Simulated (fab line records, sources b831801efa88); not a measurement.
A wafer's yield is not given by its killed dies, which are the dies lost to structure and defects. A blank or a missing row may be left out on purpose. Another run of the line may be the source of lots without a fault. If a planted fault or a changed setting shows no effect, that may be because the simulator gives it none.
Which tool is to blame? :: flow sky130 :: 24 lots with 72 wafers sampled at 5 steps, on a route of 708 steps

WHAT EACH GAUGE READ, for each wafer
SKY_VIA1_CD_MEAS_12: target cd 150 nm.
lot: L074
measured: day 34 02:08
on: cdSem-01
cdNm (nm): 149.9 150.4 149.9

lot: L075
measured: day 34 07:18
on: cdSem-01
cdNm (nm): 150.3 149.4 150.2

lot: L076
measured: day 34 18:05
on: cdSem-01
cdNm (nm): 149.4 150.2 149.8

lot: L077
measured: day 35 19:14
on: cdSem-01
cdNm (nm): 148.5 147.2 148.3

lot: L078
measured: day 36 01:58
on: cdSem-01
cdNm (nm): 151.5 152.7 152.4

lot: L079
measured: day 36 11:40
on: cdSem-01
cdNm (nm): 147.9 149.0 148.5

lot: L081
measured: day 36 18:42
on: cdSem-02
cdNm (nm): 150.5 151.0 149.0

lot: L080
measured: day 36 20:25
on: cdSem-01
cdNm (nm): 150.8 150.4 151.7

lot: L082
measured: day 37 13:01
on: cdSem-01
cdNm (nm): 150.5 151.4 151.1

lot: L084
measured: day 37 15:46
on: cdSem-02
cdNm (nm): 151.8 152.2 151.0

lot: L083
measured: day 37 18:25
on: cdSem-01
cdNm (nm): 149.7 151.2 152.4

lot: L085
measured: day 37 22:22
on: cdSem-02
cdNm (nm): 146.7 150.0 147.3

lot: L086
measured: day 38 04:10
on: cdSem-01
cdNm (nm): 150.5 151.5 151.9

lot: L087
measured: day 39 00:02
on: cdSem-01
cdNm (nm): 152.5 153.5 153.4

lot: L088
measured: day 39 01:30
on: cdSem-01
cdNm (nm): 152.4 152.1 150.5

lot: L089
measured: day 39 06:22
on: cdSem-02
cdNm (nm): 154.5 153.3 153.5

lot: L090
measured: day 39 11:00
on: cdSem-02
cdNm (nm): 151.0 151.6 151.7

lot: L091
measured: day 39 12:36
on: cdSem-01
cdNm (nm): 148.6 148.0 149.3

lot: L092
measured: day 39 14:50
on: cdSem-01
cdNm (nm): 149.7 149.8 150.6

lot: L093
measured: day 40 04:01
on: cdSem-01
cdNm (nm): 150.2 149.9 148.3

lot: L094
measured: day 40 10:21
on: cdSem-02
cdNm (nm): 155.4 153.5 150.7

lot: L095
measured: day 40 22:08
on: cdSem-01
cdNm (nm): 151.7 150.4 148.1

lot: L096
measured: day 40 23:41
on: cdSem-01
cdNm (nm): 148.3 148.6 149.1

lot: L097
measured: day 41 00:46
on: cdSem-02
cdNm (nm): 149.0 149.7 150.4

SKY_VIA1_RS_MEAS_22: the measuring method here is four-point-probe.
lot: L074
measured: day 34 03:10
on: filmMetro-03
VIA1_W_RS (ohm/sq): 0.419 0.428 0.426

lot: L075
measured: day 34 08:20
on: filmMetro-03
VIA1_W_RS (ohm/sq): 0.429 0.429 0.430

lot: L076
measured: day 34 19:07
on: filmMetro-03
VIA1_W_RS (ohm/sq): 0.427 0.432 0.424

lot: L077
measured: day 35 20:13
on: filmMetro-04
VIA1_W_RS (ohm/sq): 0.421 0.416 0.423

lot: L078
measured: day 36 02:57
on: filmMetro-02
VIA1_W_RS (ohm/sq): 0.427 0.432 0.433

lot: L079
measured: day 36 12:40
on: filmMetro-02
VIA1_W_RS (ohm/sq): 0.429 0.429 0.423

lot: L081
measured: day 36 19:41
on: filmMetro-03
VIA1_W_RS (ohm/sq): 0.424 0.426 0.421

lot: L080
measured: day 36 21:25
on: filmMetro-03
VIA1_W_RS (ohm/sq): 0.423 0.418 0.428

lot: L082
measured: day 37 14:00
on: filmMetro-03
VIA1_W_RS (ohm/sq): 0.433 0.424 0.427

lot: L084
measured: day 37 16:45
on: filmMetro-03
VIA1_W_RS (ohm/sq): 0.431 0.427 0.426

lot: L083
measured: day 37 19:24
on: filmMetro-02
VIA1_W_RS (ohm/sq): 0.422 0.427 0.427

lot: L085
measured: day 37 23:22
on: filmMetro-02
VIA1_W_RS (ohm/sq): 0.428 0.426 0.420

lot: L086
measured: day 38 05:10
on: filmMetro-03
VIA1_W_RS (ohm/sq): 0.421 0.426 0.425

lot: L087
measured: day 39 01:01
on: filmMetro-02
VIA1_W_RS (ohm/sq): 0.420 0.430 0.430

lot: L088
measured: day 39 02:35
on: filmMetro-03
VIA1_W_RS (ohm/sq): 0.424 0.420 0.426

lot: L089
measured: day 39 07:21
on: filmMetro-04
VIA1_W_RS (ohm/sq): 0.431 0.421 0.423

lot: L090
measured: day 39 12:00
on: filmMetro-02
VIA1_W_RS (ohm/sq): 0.430 0.431 0.423

lot: L091
measured: day 39 13:38
on: filmMetro-02
VIA1_W_RS (ohm/sq): 0.429 0.422 0.417

lot: L092
measured: day 39 15:51
on: filmMetro-02
VIA1_W_RS (ohm/sq): 0.434 0.436 0.428

lot: L093
measured: day 40 05:00
on: filmMetro-04
VIA1_W_RS (ohm/sq): 0.427 0.432 0.426

lot: L094
measured: day 40 11:22
on: filmMetro-02
VIA1_W_RS (ohm/sq): 0.439 0.428 0.435

lot: L095
measured: day 40 23:07
on: filmMetro-02
VIA1_W_RS (ohm/sq): 0.427 0.419 0.426

lot: L096
measured: day 41 00:40
on: filmMetro-04
VIA1_W_RS (ohm/sq): 0.426 0.426 0.431

lot: L097
measured: day 41 01:46
on: filmMetro-04
VIA1_W_RS (ohm/sq): 0.430 0.435 0.427

SKY_CAPM_OVL_MEAS_12.
lot: L074
measured: day 37 13:15
on: overlay-01
CAPM_OVL (nm): -0.9 0.8 -1.6

lot: L075
measured: day 37 18:03
on: overlay-01
CAPM_OVL (nm): -1.4 0.8 -2.4

lot: L076
measured: day 38 04:46
on: overlay-01
CAPM_OVL (nm): -1.0 1.3 -1.0

lot: L077
measured: day 39 06:01
on: overlay-01
CAPM_OVL (nm): -0.1 -0.7 0.5

lot: L078
measured: day 39 12:37
on: overlay-02
CAPM_OVL (nm): -0.5 -1.2 -0.3

lot: L079
measured: day 39 21:31
on: overlay-01
CAPM_OVL (nm): -2.6 -2.5 -2.4

lot: L081
measured: day 40 03:38
on: overlay-02
CAPM_OVL (nm): 0.1 0.5 0.7

lot: L080
measured: day 40 06:08
on: overlay-01
CAPM_OVL (nm): -1.5 -0.8 -1.9

lot: L082
measured: day 40 20:55
on: overlay-02
CAPM_OVL (nm): 2.2 1.1 1.3

lot: L084
measured: day 40 23:35
on: overlay-01
CAPM_OVL (nm): -2.5 -2.0 -1.9

lot: L083
measured: day 41 01:47
on: overlay-01
CAPM_OVL (nm): 0.8 -0.8 -0.6

lot: L085
measured: day 41 05:40
on: overlay-01
CAPM_OVL (nm): 0.5 -1.3 1.1

lot: L086
measured: day 41 10:48
on: overlay-02
CAPM_OVL (nm): -0.3 0.6 1.5

lot: L087
measured: day 42 04:21
on: overlay-02
CAPM_OVL (nm): -0.4 1.8 -1.1

lot: L088
measured: day 42 07:33
on: overlay-01
CAPM_OVL (nm): -2.3 -1.6 -3.6

lot: L089
measured: day 42 11:26
on: overlay-01
CAPM_OVL (nm): 0.5 0.6 -0.3

lot: L090
measured: day 42 14:37
on: overlay-02
CAPM_OVL (nm): -2.1 -1.9 -2.2

lot: L091
measured: day 42 17:15
on: overlay-01
CAPM_OVL (nm): -2.7 -2.6 -1.1

lot: L092
measured: day 42 19:45
on: overlay-02
CAPM_OVL (nm): -1.2 -0.5 0.9

lot: L093
measured: day 43 07:05
on: overlay-02
CAPM_OVL (nm): -0.5 -1.9 0.2

lot: L094
measured: day 43 13:03
on: overlay-02
CAPM_OVL (nm): -0.5 0.0 -0.2

lot: L095
measured: day 44 00:09
on: overlay-02
CAPM_OVL (nm): -0.9 -0.8 0.2

lot: L096
measured: day 44 01:11
on: overlay-01
CAPM_OVL (nm): -0.7 -0.4 1.0

lot: L097
measured: day 44 02:01
on: overlay-02
CAPM_OVL (nm): -0.2 3.1 0.8

SKY_VIA3_THK_MEAS_01.
lot: L074
measured: day 38 17:01
on: filmMetro-04
VIA3_HDPCVD_THK (nm): 1646 1646 1641

lot: L075
measured: day 38 21:28
on: filmMetro-04
VIA3_HDPCVD_THK (nm): 1655 1651 1633

lot: L076
measured: day 39 08:25
on: filmMetro-04
VIA3_HDPCVD_THK (nm): 1626 1610 1611

lot: L077
measured: day 40 08:38
on: filmMetro-02
VIA3_HDPCVD_THK (nm): 1646 1643 1634

lot: L078
measured: day 40 14:54
on: filmMetro-03
VIA3_HDPCVD_THK (nm): 1624 1625 1618

lot: L079
measured: day 40 23:04
on: filmMetro-03
VIA3_HDPCVD_THK (nm): 1621 1608 1627

lot: L081
measured: day 41 05:38
on: filmMetro-03
VIA3_HDPCVD_THK (nm): 1651 1646 1647

lot: L080
measured: day 41 08:13
on: filmMetro-04
VIA3_HDPCVD_THK (nm): 1642 1647 1636

lot: L082
measured: day 41 23:17
on: filmMetro-02
VIA3_HDPCVD_THK (nm): 1631 1655 1640

lot: L084
measured: day 42 01:05
on: filmMetro-02
VIA3_HDPCVD_THK (nm): 1646 1625 1641

lot: L083
measured: day 42 03:23
on: filmMetro-04
VIA3_HDPCVD_THK (nm): 1631 1636 1627

lot: L085
measured: day 42 06:26
on: filmMetro-03
VIA3_HDPCVD_THK (nm): 1618 1633 1621

lot: L086
measured: day 42 12:34
on: filmMetro-02
VIA3_HDPCVD_THK (nm): 1634 1644 1647

lot: L087
measured: day 43 05:07
on: filmMetro-02
VIA3_HDPCVD_THK (nm): 1632 1643 1655

lot: L088
measured: day 43 08:45
on: filmMetro-02
VIA3_HDPCVD_THK (nm): 1646 1649 1653

lot: L089
measured: day 43 12:32
on: filmMetro-02
VIA3_HDPCVD_THK (nm): 1655 1641 1651

lot: L090
measured: day 43 15:08
on: filmMetro-03
VIA3_HDPCVD_THK (nm): 1641 1646 1640

lot: L091
measured: day 43 18:26
on: filmMetro-02
VIA3_HDPCVD_THK (nm): 1639 1634 1643

lot: L092
measured: day 43 20:31
on: filmMetro-04
VIA3_HDPCVD_THK (nm): 1634 1641 1646

lot: L093
measured: day 44 07:05
on: filmMetro-02
VIA3_HDPCVD_THK (nm): 1634 1632 1644

lot: L094
measured: day 44 13:22
on: filmMetro-03
VIA3_HDPCVD_THK (nm): 1622 1636 1651

lot: L095
measured: day 45 01:03
on: filmMetro-02
VIA3_HDPCVD_THK (nm): 1635 1637 1646

lot: L096
measured: day 45 02:23
on: filmMetro-03
VIA3_HDPCVD_THK (nm): 1633 1627 1634

lot: L097
measured: day 45 02:45
on: filmMetro-04
VIA3_HDPCVD_THK (nm): 1636 1618 1625

EACH LOT AND THE TOOL THAT RAN IT (in order: tool; ch and the chambers of the sampled wafers; start)
lot: L074
SKY_VIA2_ETCH_15: rieDiel-04 ch 1,2,3, day 36 09:58

lot: L075
SKY_VIA2_ETCH_15: rieDiel-02 ch 0,1,3, day 36 14:53

lot: L076
SKY_VIA2_ETCH_15: rieDiel-02 ch 0,1,2, day 37 00:56

lot: L077
SKY_VIA2_ETCH_15: rieDiel-04 ch 0,3, day 38 03:07

lot: L078
SKY_VIA2_ETCH_15: rieDiel-01 ch 1,2,3, day 38 09:37

lot: L079
SKY_VIA2_ETCH_15: rieDiel-02 ch 0,1, day 38 18:50

lot: L081
SKY_VIA2_ETCH_15: rieDiel-04 ch 1,2, day 39 01:28

lot: L080
SKY_VIA2_ETCH_15: rieDiel-02 ch 2,3, day 39 03:41

lot: L082
SKY_VIA2_ETCH_15: rieDiel-01 ch 2,3, day 39 19:16

lot: L084
SKY_VIA2_ETCH_15: rieDiel-04 ch 0,2,3, day 39 22:04

lot: L083
SKY_VIA2_ETCH_15: rieDiel-02 ch 0,3, day 39 23:52

lot: L085
SKY_VIA2_ETCH_15: rieDiel-02 ch 0,2,3, day 40 04:08

lot: L086
SKY_VIA2_ETCH_15: rieDiel-02 ch 1,2, day 40 09:10

lot: L087
SKY_VIA2_ETCH_15: rieDiel-01 ch 0,2, day 41 04:32

lot: L088
SKY_VIA2_ETCH_15: rieDiel-04 ch 0,1,2, day 41 06:16

lot: L089
SKY_VIA2_ETCH_15: rieDiel-04 ch 0,2, day 41 10:38

lot: L090
SKY_VIA2_ETCH_15: rieDiel-04 ch 0,1,2, day 41 13:32

lot: L091
SKY_VIA2_ETCH_15: rieDiel-04 ch 0,1, day 41 16:44

lot: L092
SKY_VIA2_ETCH_15: rieDiel-04 ch 0,1,3, day 41 18:26

lot: L093
SKY_VIA2_ETCH_15: rieDiel-04 ch 0,1,3, day 42 06:31

lot: L094
SKY_VIA2_ETCH_15: rieDiel-01 ch 0,3, day 42 12:34

lot: L095
SKY_VIA2_ETCH_15: rieDiel-01 ch 1,3, day 43 00:10

lot: L096
SKY_VIA2_ETCH_15: rieDiel-02 ch 0,1,3, day 43 00:52

lot: L097
SKY_VIA2_ETCH_15: rieDiel-04 ch 2,3, day 43 02:11
- SKY_VIA2_ETCH_15: etches SiO2 in C4F8/O2/Ar, stops on TiN, target depth 546 nm, time 84 s.

AS READ BY THE TOOLS THEMSELVES (means over the sampled wafers that have a number; for cases with no such wafer, the mark the record gives instead)
SKY_VIA2_ETCH_15.
lot: L074
tool: rieDiel-04
oesProductAu (a.u.): 0.936

lot: L075
tool: rieDiel-02
oesProductAu (a.u.): 0.939

lot: L076
tool: rieDiel-02
oesProductAu (a.u.): 0.942

lot: L077
tool: rieDiel-04
oesProductAu (a.u.): 0.942

lot: L078
tool: rieDiel-01
oesProductAu (a.u.): 0.940

lot: L079
tool: rieDiel-02
oesProductAu (a.u.): 0.938

lot: L081
tool: rieDiel-04
oesProductAu (a.u.): 0.936

lot: L080
tool: rieDiel-02
oesProductAu (a.u.): 0.938

lot: L082
tool: rieDiel-01
oesProductAu (a.u.): 0.936

lot: L084
tool: rieDiel-04
oesProductAu (a.u.): 0.941

lot: L083
tool: rieDiel-02
oesProductAu (a.u.): 0.944

lot: L085
tool: rieDiel-02
oesProductAu (a.u.): 0.940

lot: L086
tool: rieDiel-02
oesProductAu (a.u.): 0.941

lot: L087
tool: rieDiel-01
oesProductAu (a.u.): 0.939

lot: L088
tool: rieDiel-04
oesProductAu (a.u.): 0.937

lot: L089
tool: rieDiel-04
oesProductAu (a.u.): 0.941

lot: L090
tool: rieDiel-04
oesProductAu (a.u.): 0.942

lot: L091
tool: rieDiel-04
oesProductAu (a.u.): 0.941

lot: L092
tool: rieDiel-04
oesProductAu (a.u.): 0.941

lot: L093
tool: rieDiel-04
oesProductAu (a.u.): 0.935

lot: L094
tool: rieDiel-01
oesProductAu (a.u.): 0.940

lot: L095
tool: rieDiel-01
oesProductAu (a.u.): 0.933

lot: L096
tool: rieDiel-02
oesProductAu (a.u.): 0.941

lot: L097
tool: rieDiel-04
oesProductAu (a.u.): 0.940

THE ANSWER, worked out from the rows above alone
Rule: the lots themselves supply what counts as usual. The widest of any qualifying gaps counts: lots, ordered by their means at a reading, are off when they make up no more than a third of the lots, leave a main group of 4 or more, and stand apart from it by 3 or more times the standard deviation of that group's means. A main group whose means are all the same, to the digits that the tables above print for the reading, isn't used. Also off: a lot with no number at a reading for which 4 or more lots have one. All remaining lots with rows at the step are treated as sound. First the gauges in route order, then the tools' own readings, where a lot's mean is used as printed above. The first step at which some lot is off is used, and at that step the reading that is off furthest; a lot without a number counts as furthest.
None of the lots is off at any reading shown; this tells nothing.

WHAT WAS PUT IN BY THE SIMULATOR
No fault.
